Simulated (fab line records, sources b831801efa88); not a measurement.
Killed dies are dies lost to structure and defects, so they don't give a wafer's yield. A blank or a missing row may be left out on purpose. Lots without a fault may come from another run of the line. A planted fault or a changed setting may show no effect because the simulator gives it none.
Problem report in the 8D (eight disciplines) form, filled by code | flow sfq_line | the parts of the form that need people (team, actions taken, sign-off) are left out

1. THE PROBLEM
run_length_s at SFQ_TRILAYER_M3_ETCH_METAL_ETCH_078 reads a mean of 139.8 s on 4 wafers of 2 lots; wafers without a fault read 148.4 s with a standard deviation of 0.59. That is -15 standard deviations from the usual mean.
The step: etches Nb in Cl2/Ar, stops on SiO2, target depth 240 nm, time 120 s.
First seen on wafer L790.2, day 49 07:46, on rie_metal-02. The record holds 42 wafers of 14 lots with a number at this step. Rule for "out", or "out of limits": more than 4 standard deviations from the usual mean. The other wafers with a number count as sound.

2. WHAT IT IS AND WHAT IT IS NOT
question                    | is                             | is not
which readings at this step | run_length_s, oes_product_au   | drypump_motor_current_A
which lots                  | L790, L791                     | L777, L779, L780, L782, L783, L784, L785, L786, L787, L788, L789, L793
which wafers of those lots  | L790.2, L790.5, L791.3, L791.5 | L790.6, L791.4
read on which tools         | rie_metal-02                   | rie_metal-01, rie_metal-04
when                        | from day 49 07:46              | up to then (34 sound wafers); but 4 sound wafers of L791, L793 came after

3. SUSPECTS, AND WHAT RULES EACH OUT
Counting: a tool at a process step up to the reading stays a suspect if it ran every lot that is out. Sound lots after the first of them don't rule it out here, since some wafers of a struck lot are sound.
- rie_metal-02 at SFQ_TRILAYER_M3_ETCH_METAL_ETCH_078 (etches Nb in Cl2/Ar, stops on SiO2, target depth 240 nm, time 120 s): kept. It ran every lot that is out, first L790 (day 49 07:46); its last sound lot up to then is L789 (day 49 03:01). Its own readings are out on those wafers: oes_product_au, run_length_s.
- Within rie_metal-02 at SFQ_TRILAYER_M3_ETCH_METAL_ETCH_078: the wafers that are out ran in chamber 0; their sound lot-mates ran in chamber 1.
Left after counting: rie_metal-02 at SFQ_TRILAYER_M3_ETCH_METAL_ETCH_078.

4. THE CAUSE (what the simulator had put in)
Process parameter drift: rie_metal-02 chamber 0, from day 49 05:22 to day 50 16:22, at SFQ_TRILAYER_M3_ETCH_METAL_ETCH_078. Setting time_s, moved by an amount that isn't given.
Counting left only this tool.

5. THE CHAIN OF EFFECTS, in route order
Each row: a reading whose mean over the struck wafers that have a number lies more than 3 standard deviations from the usual. Only readings for which the record gives a usual standard deviation are gone through. hours: the time from each lot's start at the first step in this table that gives one to its start at this step, as a median over the lots. sigmas: the change in usual standard deviations.
hours | step                                | reading        | usual      | on struck wafers | change | sigmas
0     | SFQ_TRILAYER_M3_ETCH_METAL_ETCH_078 | oes_product_au | 0.896 a.u. | 0.960            | +0.064 | +9.7
0     | SFQ_TRILAYER_M3_ETCH_METAL_ETCH_078 | run_length_s   | 148.4 s    | 139.8            | -8.6   | -15
The process steps in it:
- SFQ_TRILAYER_M3_ETCH_METAL_ETCH_078: etches Nb in Cl2/Ar, stops on SiO2, target depth 240 nm, time 120 s.

6. WHAT WOULD HAVE CAUGHT IT SOONER
In this record the first reading out of limits was taken at day 49 07:46, 2 hours after the fault began at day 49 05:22.
